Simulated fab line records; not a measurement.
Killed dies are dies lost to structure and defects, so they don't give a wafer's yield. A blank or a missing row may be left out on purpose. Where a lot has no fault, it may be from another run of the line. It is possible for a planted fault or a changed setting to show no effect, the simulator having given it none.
Struck lot and sound lot, side by side :: flow gf180mcu :: 19 steps out of a route of 602
Sound: the wafers L960.1, L960.3, L960.5. The struck wafers were L971.3, L971.5, L971.6. The cause comes at the end.
Order at every step that has rows: each side's tool, ch and its chambers, its first start. Under that, the readings that differ: sound wafers :: struck wafers :: difference of the means :: sigmas: that difference in standard deviations of wafers without a fault.
alike: readings whose means differ by less than 2 such deviations, and words and numbers that are the same on both sides. not compared: withheld readings, readings that some wafer has no value for, bounds like >300 that may hide the same value, and numbers for which the record gives no deviation and whose values overlap.
The two part at a step that has a row with sigmas, a row that says differs or no value, or rows on one side only. Non-overlapping numbers with no deviation appear without sigmas and do not part them. A reading missing from all wafers of one side parts the sides only when that side holds two or more wafers.

first, 1 step without rows for these wafers: GF_NSD_IMPLANT_10.
GF_NSD_STRIP_11: strips in O2/N2.
  sound on plasma_asher-04 ch 0, day 13 02:51; struck on plasma_asher-01 ch 0,1, day 17 02:14
  alike: drypump_motor_current_A, heater_power_w, oes_product_au, platen_temp_c, strip_time_to_endpoint_s
  not compared: rf_hours_counter_h
GF_NSD_TW_MEAS_12:
  sound on film_metro-04 at day 13 02:57; struck on film_metro-04 at day 17 02:19
  alike: NSD_TW
then, 7 steps without rows for these wafers: GF_PSD_DEHYDRATE_00 (time 60 s); GF_PSD_HMDS_01 (prime time 60 s); GF_PSD_COAT_02 (resist thk 1000 nm); GF_PSD_SOFTBAKE_03 (time 60 s); GF_PSD_EXPOSE_04 (exposes mask Pplus, target cd 400 nm); GF_PSD_PEB_05; GF_PSD_DEVELOP_06 (develop time 60 s).
GF_PSD_CD_MEAS_07: target cd 400 nm.
  sound on cd_sem-01 at day 13 22:53; struck on cd_sem-01 at day 18 01:23
  alike: cd_nm
GF_PSD_OVL_MEAS_08:
  sound on overlay-01 at day 13 23:00; struck on overlay-02 at day 18 01:29
  alike: PSD_OVL
GF_PSD_IMPLANT_09:
  sound on implanter-01 ch 0, day 13 23:02; struck on implanter-02 ch 0, day 18 01:33
reading: implant_ion_amu
sound: 49 49 49
struck: 11 11 11
difference: -38
sigmas: 

reading: model.implant.rp_nm (nm)
sound: 29.9 29.9 29.9
struck: 128.5 128.5 128.5
difference: +98.6
sigmas: 

reading: model.implant.drp_nm (nm)
sound: 15.87 15.87 15.87
struck: 51.31 51.31 51.31
difference: +35.44
sigmas: 
  alike: faraday_current_uA
GF_PSD_STRIP_10: strips in O2/N2.
  sound on plasma_asher-03 ch 0,1, day 13 23:11; struck on plasma_asher-03 ch 0,1, day 18 01:41
reading: oes_product_au (a.u.)
sound: 0.594 0.589 0.592
struck: 0.634 0.637 0.632
difference: +0.043
sigmas: +10

reading: strip_time_to_endpoint_s (s)
sound: 16.60 16.63 16.64
struck: 14.86 14.81 14.86
difference: -1.78
sigmas: -38
  alike: drypump_motor_current_A, heater_power_w, platen_temp_c
  not compared: rf_hours_counter_h
GF_PSD_TW_MEAS_11:
  sound on film_metro-01 at day 13 23:17; struck on film_metro-01 at day 18 02:00
reading: PSD_TW
sound: 3126 3104 3127
struck: 2148 2153 2158
difference: -966
sigmas: -27
  not compared: hold
GF_PSD_RTA_13: time 20 s.
  sound on rtp_anneal-02 ch 0, day 13 23:24; struck on rtp_anneal-01 ch 0, day 18 08:04
reading: lamp_power_pct (%)
sound: 30.2 30.2 30.1
struck: 33.6 33.6 33.6
difference: +3.4
sigmas: +2
  alike: wafer_temp_C_max
GF_PSD_RS_MEAS_14: uses a four-point probe to measure.
  sound on film_metro-04 at day 13 23:29; struck on film_metro-04 at day 18 08:09
  alike: NSD_RS
GF_PSD_RS_MEAS_15: uses a four-point probe to measure.
  sound on film_metro-04 at day 13 23:36; struck on film_metro-04 at day 18 08:37
reading: PSD_RS (ohm/sq)
sound: 108.42 108.71 108.22
struck: 78.66 79.07 78.82
difference: -29.60
sigmas: -99 or more
  not compared: hold
GF_PASSIVATION_PROBE_99:
  the record has rows for the sound wafers here (prober-02, day 28 19:24) and none for the struck ones

## WHERE THEY PART
First at GF_PSD_STRIP_10; last, within this record, at GF_PASSIVATION_PROBE_99.

WHY: what had been put in by the simulator
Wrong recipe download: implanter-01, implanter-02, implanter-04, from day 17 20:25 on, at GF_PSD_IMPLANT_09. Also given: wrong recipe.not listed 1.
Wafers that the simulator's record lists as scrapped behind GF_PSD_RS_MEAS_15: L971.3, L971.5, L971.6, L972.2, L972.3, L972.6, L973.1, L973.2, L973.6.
